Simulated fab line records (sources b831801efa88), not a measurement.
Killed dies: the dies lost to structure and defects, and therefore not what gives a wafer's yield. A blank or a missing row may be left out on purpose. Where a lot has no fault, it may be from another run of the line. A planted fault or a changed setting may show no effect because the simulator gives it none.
fab line records	flow sky130
record lots=5	wafers=15	last-day=50
route steps=708 shown RES_XHIGH@339 SD_N@342 SD_P@359 SALICIDE@361 LI_CONTACT@362
lots that met no fault: taken from a fault-free run of the same line
start-h: the number of hours between the record's first day and the start of the first shown wafer of the lot	wait-h: time in hours since the lot's previous step	" same as the row above	L1.1+2: a row that stands for several wafers	- value missing, or start not given	* or withheld: withheld	< > ~ a bound
route shown NAME@n: NAME is a module with steps in the file, n the number in the route of the first one	usual: mean and standard deviation over wafers with no fault	same: alike in all rows	chamber/n: place in a boat	sites: each site's reading	_std_site: the values' standard deviation	_edge_site: outer sites' mean less inner sites'	radius-mm: for every site, how far away it sits from the centre of the wafer	mask NAME#n: copy n	behind: the tool/chamber that last shaped the wafer	hold: why the lot went on hold/how many hours it stayed there/how the hold came to an end	device: which transistor (n, p or np) failed to switch	end of line: the route-end tests of the same wafers	a step with no rows: only its recipe	killed: dies that structure and defects cost at the first sort, which is not the same as the wafer's yield	map: shows each die of a wafer: x if killed, . if not, _ if none is there
set.NAME: the setting that was run; set.NAME@STEP: the one run at that earlier step	model.NAME: the simulator's own value behind a step, which no gauge read
a table for each step, a row for each wafer; lots at some steps of the route
services: when a tool's chamber went out of use (start-h, in hours from the record's first day, below 0 if earlier), for how many hours, and the reason
## steps
# step SKY_RES_XHIGH_IMPLANT_07
# recipe species=BF2	energy-kev=20	dose-cm2=3.6e+14	tilt-deg=0
# usual beam-energy-keV=20.000/0.0061	end-station-pressure-torr=5.3e-06/2.8e-07
lot.wafer	tool	chamber	start-h	wait-h	beam-energy-keV	end-station-pressure-torr
L084.1	implanter-03	0	704.99	0.1	19.996	5.51e-06
L084.2	"	0	"	"	20.003	5.44e-06
L084.6	"	0	"	"	20.005	4.4e-06
L088.2	implanter-04	0	736.71	0.1	20.001	5.75e-06
L088.5	"	0	"	"	19.992	5.12e-06
L088.6	"	0	"	"	20.001	5.73e-06
L090.1	implanter-03	0	748.86	0.1	20.002	5.36e-06
L090.4	"	0	"	"	20.006	5.43e-06
L090.5	"	0	"	"	20.007	5.58e-06
L093.1	implanter-01	0	772.91	0.1	20.003	5.56e-06
L093.3	"	0	"	"	20.001	5.43e-06
L093.5	"	0	"	"	19.992	5.07e-06
L096.2	implanter-01	0	791.71	0.1	19.988	4.92e-06
L096.5	"	0	"	"	19.996	5.2e-06
L096.6	"	0	"	"	20.003	5.19e-06
# step SKY_RES_XHIGH_STRIP_08
# recipe chemistry=O2/N2	power-w=1400	pressure-mtorr=1500	platen-temp-c=withheld	o2-flow-sccm=3000	n2-flow-sccm=300	overash-fraction=0.5
# usual drypump-motor-current-A=5.7/0.53	oes-product-au=0.711/0.0043	strip-time-to-endpoint-s=14.28/0.038
lot.wafer	tool	chamber	start-h	wait-h	drypump-motor-current-A	oes-product-au	rf-hours-counter-h	strip-time-to-endpoint-s
L084.1	plasma-asher-04	0	705.14	0.1	6.3	0.717	60	14.22
L084.2	"	1	"	"	5.0	0.707	60	14.27
L084.6	"	1	"	"	5.0	0.706	-	14.24
L088.2	plasma-asher-03	1	736.84	0.1	6.0	0.710	95	14.34
L088.5	"	0	"	"	5.9	0.712	-	14.26
L088.6	"	1	"	"	6.0	0.717	-	14.30
L090.1	plasma-asher-03	0	749.01	0.1	6.0	0.712	97	14.29
L090.4	"	0	"	"	6.0	0.716	-	14.24
L090.5	"	0	"	"	6.0	0.710	-	14.28
L093.1	plasma-asher-01	1	773.06	0.1	5.0	0.710	25	14.23
L093.3	"	1	"	"	5.0	0.715	-	14.24
L093.5	"	0	"	"	4.9	0.711	-	14.25
L096.2	plasma-asher-01	1	791.84	0.1	5.0	0.710	26	14.30
L096.5	"	0	"	"	4.8	0.709	-	14.31
L096.6	"	1	"	"	5.0	0.710	-	14.31
# step SKY_RES_XHIGH_TW_MEAS_09
# usual RES_XHIGH_TW=1636/11
lot.wafer	tool	chamber	start-h	wait-h	RES_XHIGH_TW
L084.1	film-metro-04	-	705.24	0.1	1631
L084.2	"	-	"	"	1637
L084.6	"	-	"	"	1642
L088.2	film-metro-01	-	736.95	0.1	1627
L088.5	"	-	"	"	1627
L088.6	"	-	"	"	1629
L090.1	film-metro-02	-	749.11	0.1	1646
L090.4	"	-	"	"	1650
L090.5	"	-	"	"	1652
L093.1	film-metro-04	-	773.16	0.1	1631
L093.3	"	-	"	"	1648
L093.5	"	-	"	"	1640
L096.2	film-metro-04	-	791.95	0.1	1643
L096.5	"	-	"	"	1647
L096.6	"	-	"	"	1627
# step SKY_SD_N_DEHYDRATE_00
# recipe temp-c=200	time-s=60
lot.wafer	tool	chamber	start-h	wait-h
L084.1+2+6	litho-track-02	0	717.66	12.4
L088.2+5+6	litho-track-04	0	749.78	12.8
L090.1+4+5	litho-track-02	0	762.01	12.9
L093.1+3+5	litho-track-02	0	785.86	12.7
L096.2+5+6	litho-track-04	0	804.08	12.1
# step SKY_SD_N_HMDS_01
# recipe prime-time-s=60	prime-temp-c=120
lot.wafer	tool	chamber	start-h	wait-h
L084.1+2+6	litho-track-02	0	717.81	0.1
L088.2+5+6	litho-track-04	0	749.93	0.1
L090.1+4+5	litho-track-02	0	762.16	0.1
L093.1+3+5	litho-track-02	0	786.01	0.1
L096.2+5+6	litho-track-04	0	804.23	0.1
# step SKY_SD_N_COAT_02
# recipe resist=NOVOLAK	spin-rpm=3038	resist-thk-nm=1140
lot.wafer	tool	chamber	start-h	wait-h
L084.1+2+6	litho-track-02	0	717.96	0.1
L088.2+5+6	litho-track-04	0	750.08	0.1
L090.1+4+5	litho-track-02	0	762.31	0.1
L093.1+3+5	litho-track-02	0	786.16	0.1
L096.2+5+6	litho-track-04	0	804.38	0.1
# step SKY_SD_N_SOFTBAKE_03
# recipe temp-c=90	time-s=60	resist=NOVOLAK
lot.wafer	tool	chamber	start-h	wait-h
L084.1+2+6	litho-track-02	0	718.11	0.1
L088.2+5+6	litho-track-04	0	750.23	0.1
L090.1+4+5	litho-track-02	0	762.46	0.1
L093.1+3+5	litho-track-02	0	786.31	0.1
L096.2+5+6	litho-track-04	0	804.53	0.1
# step SKY_SD_N_EXPOSE_04
# recipe mask-id=NSDM	na=0.6	source-shape=conventional	sigma-outer=0.6	polarization=unpolarized	target-cd-nm=380	dose-mj=141
lot.wafer	tool	chamber	start-h	wait-h	mask
L084.1+2+6	iline-stepper-02	0	-	-	NSDM#0
L088.2+5+6	iline-stepper-02	0	-	-	NSDM#0
L090.1+4+5	iline-stepper-01	0	-	-	NSDM#0
L093.1+3+5	iline-stepper-01	0	-	-	NSDM#0
L096.2+5+6	iline-stepper-01	0	-	-	NSDM#0
# step SKY_SD_N_PEB_05
# recipe temp-c=withheld	time-s=*	resist=NOVOLAK
lot.wafer	tool	chamber	start-h	wait-h
L084.1+2+6	litho-track-03	0	-	-
L088.2+5+6	litho-track-03	0	-	-
L090.1+4+5	litho-track-04	0	-	-
L093.1+3+5	litho-track-03	0	-	-
L096.2+5+6	litho-track-02	0	-	-
# step SKY_SD_N_DEVELOP_06
# recipe resist=NOVOLAK	developer=TMAH	develop-time-s=60	dev-temp-c=23
lot.wafer	tool	chamber	start-h	wait-h
L084.1+2+6	litho-track-03	0	732.11	0.1
L088.2+5+6	litho-track-03	0	763.69	0.1
L090.1+4+5	litho-track-04	0	775.26	0.1
L093.1+3+5	litho-track-03	0	798.31	0.1
L096.2+5+6	litho-track-02	0	818.49	0.1
# step SKY_SD_N_CD_MEAS_07
# recipe target-cd-nm=380
# usual cd-nm=380.6/2.2
lot.wafer	tool	chamber	start-h	wait-h	cd-nm
L084.1	cd-sem-01	-	732.26	0.1	380.4
L084.2	"	-	"	"	379.7
L084.6	"	-	"	"	379.4
L088.2	cd-sem-01	-	763.83	0.1	379.5
L088.5	"	-	"	"	380.6
L088.6	"	-	"	"	377.2
L090.1	cd-sem-01	-	775.41	0.1	380.6
L090.4	"	-	"	"	382.1
L090.5	"	-	"	"	383.3
L093.1	cd-sem-02	-	798.46	0.1	376.6
L093.3	"	-	"	"	376.3
L093.5	"	-	"	"	377.6
L096.2	cd-sem-01	-	818.63	0.1	379.8
L096.5	"	-	"	"	377.7
L096.6	"	-	"	"	379.3
# step SKY_SD_N_OVL_MEAS_08
# usual SD_N_OVL=-0.1/1.6
lot.wafer	tool	chamber	start-h	wait-h	SD_N_OVL[nm]
L084.1	overlay-01	-	732.38	0.1	0.5
L084.2	"	-	"	"	-0.1
L084.6	"	-	"	"	0.0
L088.2	overlay-01	-	763.94	0.1	0.2
L088.5	"	-	"	"	0.3
L088.6	"	-	"	"	-1.4
L090.1	overlay-01	-	775.53	0.1	-0.8
L090.4	"	-	"	"	-1.7
L090.5	"	-	"	"	-1.1
L093.1	overlay-02	-	798.58	0.1	-3.6
L093.3	"	-	"	"	-1.8
L093.5	"	-	"	"	-3.1
L096.2	overlay-02	-	818.74	0.1	0.5
L096.5	"	-	"	"	-0.7
L096.6	"	-	"	"	0.1
# step SKY_SD_N_IMPLANT_09
# recipe species=As	energy-kev=50	dose-cm2=4e+15	tilt-deg=0
# usual beam-energy-keV=49.998/0.014	end-station-pressure-torr=1.44e-05/1.9e-06
lot.wafer	tool	chamber	start-h	wait-h	beam-energy-keV	end-station-pressure-torr
L084.1	implanter-02	0	732.42	0.0	49.999	1.2e-05
L084.2	"	0	"	"	50.014	1.18e-05
L084.6	"	0	"	"	50.013	1.21e-05
L088.2	implanter-03	0	763.99	0.0	49.978	1.31e-05
L088.5	"	0	"	"	49.987	1.38e-05
L088.6	"	0	"	"	49.997	1.22e-05
L090.1	implanter-03	0	775.56	0.0	50.020	1.49e-05
L090.4	"	0	"	"	49.987	1.35e-05
L090.5	"	0	"	"	50.009	1.36e-05
L093.1	implanter-03	0	798.62	0.0	49.965	1.41e-05
L093.3	"	0	"	"	49.971	1.6e-05
L093.5	"	0	"	"	49.957	1.42e-05
L096.2	implanter-02	0	818.79	0.0	49.985	1.32e-05
L096.5	"	0	"	"	49.995	1.32e-05
L096.6	"	0	"	"	49.993	1.24e-05
# step SKY_SD_N_IMPLANT_10
# recipe species=P	energy-kev=20	dose-cm2=1e+14	tilt-deg=0
# usual beam-energy-keV=20.001/0.0057	end-station-pressure-torr=5.41e-06/2.8e-07
lot.wafer	tool	chamber	start-h	wait-h	beam-energy-keV	end-station-pressure-torr
L084.1	implanter-02	0	732.57	0.1	20.000	5.65e-06
L084.2	"	0	"	"	20.004	5.23e-06
L084.6	"	0	"	"	20.000	5.07e-06
L088.2	implanter-03	0	764.14	0.1	20.003	5.44e-06
L088.5	"	0	"	"	19.998	5.59e-06
L088.6	"	0	"	"	20.002	5.25e-06
L090.1	implanter-03	0	775.71	0.1	20.006	5.61e-06
L090.4	"	0	"	"	20.001	5.52e-06
L090.5	"	0	"	"	19.994	5.79e-06
L093.1	implanter-03	0	798.77	0.1	20.000	5.2e-06
L093.3	"	0	"	"	19.997	5.16e-06
L093.5	"	0	"	"	20.000	5.21e-06
L096.2	implanter-02	0	818.94	0.1	20.004	5.3e-06
L096.5	"	0	"	"	20.006	5.87e-06
L096.6	"	0	"	"	20.007	5e-06
# step SKY_SD_N_STRIP_11
# recipe chemistry=O2/N2	power-w=1400	pressure-mtorr=1500	platen-temp-c=withheld	o2-flow-sccm=3000	n2-flow-sccm=300	overash-fraction=0.5
# usual drypump-motor-current-A=5.9/0.49	oes-product-au=0.527/0.0045	strip-time-to-endpoint-s=22.48/0.044
lot.wafer	tool	chamber	start-h	wait-h	drypump-motor-current-A	oes-product-au	rf-hours-counter-h	strip-time-to-endpoint-s
L084.1	plasma-asher-02	0	732.72	0.1	5.8	0.526	106	22.49
L084.2	"	1	"	"	6.4	0.522	106	22.48
L084.6	"	1	"	"	6.4	0.525	-	22.47
L088.2	plasma-asher-04	0	764.27	0.1	6.3	0.530	67	22.39
L088.5	"	0	"	"	6.3	0.527	-	22.41
L088.6	"	1	"	"	4.9	0.530	-	22.44
L090.1	plasma-asher-02	1	775.86	0.1	6.5	0.528	3	22.49
L090.4	"	0	"	"	5.8	0.525	-	22.53
L090.5	"	0	"	"	5.8	0.534	-	22.50
L093.1	plasma-asher-03	0	798.92	0.1	6.0	0.527	102	22.44
L093.3	"	1	"	"	6.1	0.526	-	22.43
L093.5	"	1	"	"	6.0	0.528	-	22.41
L096.2	plasma-asher-04	1	819.07	0.1	4.9	0.523	71	22.54
L096.5	"	1	"	"	4.9	0.533	-	22.54
L096.6	"	0	"	"	6.3	0.523	-	22.51
# step SKY_SD_N_TW_MEAS_12
# usual SD_N_TW=3989/25
lot.wafer	tool	chamber	start-h	wait-h	SD_N_TW
L084.1	film-metro-01	-	732.82	0.1	3972
L084.2	"	-	"	"	3964
L084.6	"	-	"	"	3979
L088.2	film-metro-02	-	764.38	0.1	4003
L088.5	"	-	"	"	4005
L088.6	"	-	"	"	4022
L090.1	film-metro-01	-	775.96	0.1	4008
L090.4	"	-	"	"	4000
L090.5	"	-	"	"	3981
L093.1	film-metro-01	-	799.02	0.1	3969
L093.3	"	-	"	"	3955
L093.5	"	-	"	"	3972
L096.2	film-metro-04	-	819.18	0.1	4031
L096.5	"	-	"	"	4022
L096.6	"	-	"	"	4023
# step SKY_SD_N_CLEAN_13
# recipe chemistry=SC1/SC2	mix=1:4:20	temp-c=70	time-s=150	dry=n2-spin
lot.wafer	tool	chamber	start-h	wait-h
L084.1+2+6	wet-bench-02	2	732.88	0.1
L088.2+5+6	wet-bench-03	3	764.43	0.0
L090.1+4+5	wet-bench-02	3	776.02	0.1
L093.1+3+5	wet-bench-02	0	799.08	0.1
L096.2+5+6	wet-bench-01	2	819.23	0.0
# step SKY_SD_N_RTA_14
# recipe temp-c=1075	time-s=2	idle-temp-c=650	ramp-up-c-per-s=150	ramp-down-c-per-s=90	ambient=N2
# usual lamp-power-pct=15.73/0.055	wafer_temp_C_max=1078.1/1.3
lot.wafer	tool	chamber	start-h	wait-h	lamp-power-pct	wafer_temp_C_max
L084.1	rtp-anneal-01	0	732.93	0.0	15.73	1077.5
L084.2	"	0	"	"	15.72	1077.1
L084.6	"	0	"	"	15.56	1077.7
L088.2	rtp-anneal-01	0	764.49	0.0	15.71	1080.6
L088.5	"	0	"	"	15.70	1078.8
L088.6	"	0	"	"	15.80	1077.1
L090.1	rtp-anneal-01	0	776.07	0.0	15.87	1079.5
L090.4	"	0	"	"	15.66	1079.0
L090.5	"	0	"	"	15.72	1080.7
L093.1	rtp-anneal-02	0	799.13	0.0	15.70	1075.8
L093.3	"	0	"	"	15.61	1079.7
L093.5	"	0	"	"	15.76	1078.3
L096.2	rtp-anneal-01	0	819.29	0.0	15.76	1079.8
L096.5	"	0	"	"	15.72	1079.6
L096.6	"	0	"	"	15.66	1077.6
# step SKY_SD_N_RS_MEAS_16
# recipe thk-meas-gauge=four-point-probe
# usual SD_N_RS=68.47/0.13
lot.wafer	tool	chamber	start-h	wait-h	SD_N_RS[ohm/sq]
L084.1	film-metro-02	-	733.10	0.1	68.88
L084.2	"	-	"	"	68.77
L084.6	"	-	"	"	68.68
L088.2	film-metro-01	-	764.67	0.1	68.65
L088.5	"	-	"	"	68.52
L088.6	"	-	"	"	68.65
L090.1	film-metro-01	-	776.25	0.1	68.38
L090.4	"	-	"	"	68.44
L090.5	"	-	"	"	68.25
L093.1	film-metro-04	-	799.30	0.1	68.38
L093.3	"	-	"	"	68.34
L093.5	"	-	"	"	68.44
L096.2	film-metro-01	-	819.47	0.1	68.54
L096.5	"	-	"	"	68.46
L096.6	"	-	"	"	68.64
# step SKY_SD_N_RS_MEAS_17
# recipe thk-meas-gauge=four-point-probe
# usual SD_P_RS=146.9/0.41
lot.wafer	tool	chamber	start-h	wait-h	SD_P_RS[ohm/sq]
L084.1	film-metro-02	-	733.22	0.1	147.7
L084.2	"	-	"	"	147.8
L084.6	"	-	"	"	147.5
L088.2	film-metro-01	-	764.79	0.1	147.6
L088.5	"	-	"	"	147.6
L088.6	"	-	"	"	147.1
L090.1	film-metro-01	-	776.37	0.1	146.6
L090.4	"	-	"	"	146.5
L090.5	"	-	"	"	146.4
L093.1	film-metro-04	-	799.42	0.1	146.7
L093.3	"	-	"	"	146.3
L093.5	"	-	"	"	146.3
L096.2	film-metro-01	-	819.59	0.1	147.3
L096.5	"	-	"	"	147.0
L096.6	"	-	"	"	147.6
# step SKY_SD_N_RS_MEAS_18
# recipe thk-meas-gauge=four-point-probe
# usual RES_XHIGH_RS=333.3/1.2
lot.wafer	tool	chamber	start-h	wait-h	RES_XHIGH_RS[ohm/sq]
L084.1	film-metro-02	-	733.34	0.1	331.2
L084.2	"	-	"	"	332.4
L084.6	"	-	"	"	331.5
L088.2	film-metro-01	-	764.91	0.1	335.2
L088.5	"	-	"	"	336.4
L088.6	"	-	"	"	335.6
L090.1	film-metro-01	-	776.49	0.1	332.4
L090.4	"	-	"	"	333.0
L090.5	"	-	"	"	331.8
L093.1	film-metro-04	-	799.54	0.1	333.1
L093.3	"	-	"	"	332.2
L093.5	"	-	"	"	333.7
L096.2	film-metro-01	-	819.71	0.1	331.0
L096.5	"	-	"	"	331.3
L096.6	"	-	"	"	332.1
# step SKY_SALICIDE_CLEAN_00
# recipe chemistry=HF-last	time-s=30	dilution=100:1	dry=ipa-marangoni
lot.wafer	tool	chamber	start-h	wait-h
L084.1+2+6	wet-bench-04	2	733.46	0.1
L088.2+5+6	wet-bench-04	0	765.01	0.1
L090.1+4+5	wet-bench-02	3	776.61	0.1
L093.1+3+5	wet-bench-03	3	799.66	0.1
L096.2+5+6	wet-bench-04	3	819.81	0.1
# step SKY_LI_CONTACT_HDPCVD_00
# recipe material=PSG	target-thk-nm=930	sigma-open-frac=0.3	time-s=155	temp-c=600	sih4-flow-sccm=60	pressure-mtorr=6
# usual pressure-mtorr=6.000/0.011
lot.wafer	tool	chamber	start-h	wait-h	pressure-mtorr
L084.1	hdpcvd-01	1	733.48	0.0	5.992
L084.2	"	0	"	"	5.990
L084.6	"	2	"	"	5.993
L088.2	hdpcvd-01	1	765.03	0.0	5.996
L088.5	"	2	"	"	5.994
L088.6	"	1	"	"	5.994
L090.1	hdpcvd-01	1	776.62	0.0	5.993
L090.4	"	2	"	"	6.014
L090.5	"	1	"	"	5.986
L093.1	hdpcvd-01	1	799.68	0.0	6.008
L093.3	"	2	"	"	5.995
L093.5	"	1	"	"	6.002
L096.2	hdpcvd-01	2	819.83	0.0	6.009
L096.5	"	0	"	"	5.982
L096.6	"	2	"	"	6.005
# step SKY_LI_CONTACT_THK_MEAS_01
# recipe reads=PSG_of_LI_CONTACT_HDPCVD_00
# usual LI_CONTACT_HDPCVD_THK=925/8
lot.wafer	tool	chamber	start-h	wait-h	LI_CONTACT_HDPCVD_THK[nm]
L084.1	film-metro-01	-	733.58	0.1	922
L084.2	"	-	"	"	938
L084.6	"	-	"	"	929
L088.2	film-metro-01	-	765.14	0.1	931
L088.5	"	-	"	"	938
L088.6	"	-	"	"	943
L090.1	film-metro-01	-	776.73	0.1	933
L090.4	"	-	"	"	927
L090.5	"	-	"	"	933
L093.1	film-metro-02	-	799.78	0.1	927
L093.3	"	-	"	"	928
L093.5	"	-	"	"	930
L096.2	film-metro-02	-	819.94	0.1	908
L096.5	"	-	"	"	921
L096.6	"	-	"	"	914
# step SKY_LI_CONTACT_CMP_02
# recipe material=PSG	down-force-psi=4	platen-rpm=60	pad-velocity-m-s=0.94248
# usual motor-current-A=11.4/1.2	slurry-filter-dp-kPa=13.49/0.13	time-to-endpoint-s=31.5/2.8
lot.wafer	tool	chamber	start-h	wait-h	motor-current-A	slurry-filter-dp-kPa	time-to-endpoint-s
L084.1	cmp-02	1	733.64	0.1	11.7	13.62	34.9
L084.2	"	3	"	"	11.6	13.64	35.9
L084.6	"	1	"	"	11.6	13.49	31.3
L088.2	cmp-01	2	765.34	0.2	11.0	13.60	30.0
L088.6	"	3	"	"	13.2	13.53	32.0
L088.5	"	0	"	"	10.7	13.56	33.0
L090.4	cmp-02	2	776.84	0.1	9.6	13.41	34.2
L090.1	"	0	"	"	11.0	13.54	36.0
L090.5	"	1	"	"	12.0	13.53	34.8
L093.1	cmp-01	3	799.89	0.1	13.5	13.34	33.4
L093.3	"	1	"	"	13.6	13.60	30.2
L093.5	"	2	"	"	11.1	13.65	33.6
L096.2	cmp-01	2	819.99	0.0	10.6	13.52	31.6
L096.6	"	2	"	"	10.6	13.47	29.6
L096.5	"	3	"	"	13.4	13.41	27.2
# step SKY_LI_CONTACT_BOW_MEAS_03
# recipe mode=bow
# usual LI_CONTACT_BOW=56/6.5
lot.wafer	tool	chamber	start-h	wait-h	LI_CONTACT_BOW[um]
L084.1	film-metro-02	-	733.94	0.2	46
L084.2	"	-	"	"	65
L084.6	"	-	"	"	48
L088.2	film-metro-04	-	765.51	0.1	58
L088.5	"	-	"	"	64
L088.6	"	-	"	"	57
L090.1	film-metro-01	-	777.09	0.1	54
L090.4	"	-	"	"	48
L090.5	"	-	"	"	53
L093.1	film-metro-01	-	800.14	0.2	65
L093.3	"	-	"	"	60
L093.5	"	-	"	"	58
L096.2	film-metro-04	-	820.31	0.3	51
L096.5	"	-	"	"	57
L096.6	"	-	"	"	53
# step SKY_LI_CONTACT_DEHYDRATE_04
# recipe temp-c=200	time-s=60
lot.wafer	tool	chamber	start-h	wait-h
L084.1+2+6	litho-track-01	0	746.39	12.4
L088.2+5+6	litho-track-03	0	777.99	12.5
L090.1+4+5	litho-track-04	0	789.91	12.8
L093.1+3+5	litho-track-03	0	813.46	13.3
L096.2+5+6	litho-track-01	0	832.46	12.1
# step SKY_LI_CONTACT_HMDS_05
# recipe prime-time-s=60	prime-temp-c=120
lot.wafer	tool	chamber	start-h	wait-h
L084.1+2+6	litho-track-01	0	746.54	0.1
L088.2+5+6	litho-track-03	0	778.14	0.1
L090.1+4+5	litho-track-04	0	790.06	0.1
L093.1+3+5	litho-track-03	0	813.61	0.1
L096.2+5+6	litho-track-01	0	832.61	0.1
# step SKY_LI_CONTACT_COAT_06
# recipe resist=BARC	temp-c=withheld	time-s=withheld	spin-rpm=3000	resist-thk-nm=60
lot.wafer	tool	chamber	start-h	wait-h
L084.1+2+6	litho-track-01	0	746.69	0.1
L088.2+5+6	litho-track-03	0	778.29	0.1
L090.1+4+5	litho-track-04	0	790.21	0.1
L093.1+3+5	litho-track-03	0	813.76	0.1
L096.2+5+6	litho-track-01	0	832.76	0.1
# step SKY_LI_CONTACT_COAT_07
# recipe resist=KrF-thick	spin-rpm=3000	resist-thk-nm=450
lot.wafer	tool	chamber	start-h	wait-h
L084.1+2+6	litho-track-01	0	-	-
L088.2+5+6	litho-track-03	0	-	-
L090.1+4+5	litho-track-04	0	-	-
L093.1+3+5	litho-track-03	0	-	-
L096.2+5+6	litho-track-01	0	-	-
# step SKY_LI_CONTACT_SOFTBAKE_08
# recipe temp-c=100	time-s=90	resist=KrF-thick
lot.wafer	tool	chamber	start-h	wait-h
L084.1+2+6	litho-track-01	0	-	-
L088.2+5+6	litho-track-03	0	-	-
L090.1+4+5	litho-track-04	0	-	-
L093.1+3+5	litho-track-03	0	-	-
L096.2+5+6	litho-track-01	0	-	-
# step SKY_LI_CONTACT_EXPOSE_09
# recipe mask-id=LICM1	na=0.8	source-shape=annular	sigma-inner=0.55	sigma-outer=0.85	target-cd-nm=170	dose-mj=38
lot.wafer	tool	chamber	start-h	wait-h	mask
L084.1+2+6	krf-scanner-02	0	-	-	LICM1#0
L088.2+5+6	krf-scanner-02	0	-	-	LICM1#0
L090.1+4+5	krf-scanner-02	0	-	-	LICM1#0
L093.1+3+5	krf-scanner-02	0	-	-	LICM1#0
L096.2+5+6	krf-scanner-02	0	-	-	LICM1#0
## services
tool	chamber	start-h	hours	kind
iline-stepper-02	-	686.22	12.4	repair
hdpcvd-01	-	694.42	4.8	repair
cmp-02	-	696.44	7.1	pm
plasma-asher-01	-	701.87	14.6	pm
implanter-02	-	707.47	1.4	repair
implanter-01	-	708.97	1.9	repair
implanter-03	-	722.27	1.2	repair
iline-stepper-01	-	726.67	4.4	pm
implanter-03	-	729.08	1.5	repair
krf-scanner-02	-	733.97	0.8	pm
implanter-02	-	736.04	4.5	pm
wet-bench-04	-	737.39	6.6	repair
cmp-01	-	737.72	2.1	repair
iline-stepper-01	-	745.90	1.7	pm
implanter-03	-	757.75	2.8	repair
krf-scanner-02	-	782.73	1.0	pm
krf-scanner-02	-	788.07	0.6	repair
cmp-01	-	788.44	1.6	repair
plasma-asher-04	-	795.43	0.9	repair
plasma-asher-04	-	798.10	9.4	repair
krf-scanner-02	-	799.14	1.3	pm
implanter-03	-	806.89	19.4	pm
plasma-asher-04	-	807.52	9.4	repair
hdpcvd-01	-	829.90	2.0	repair
## key
fault none
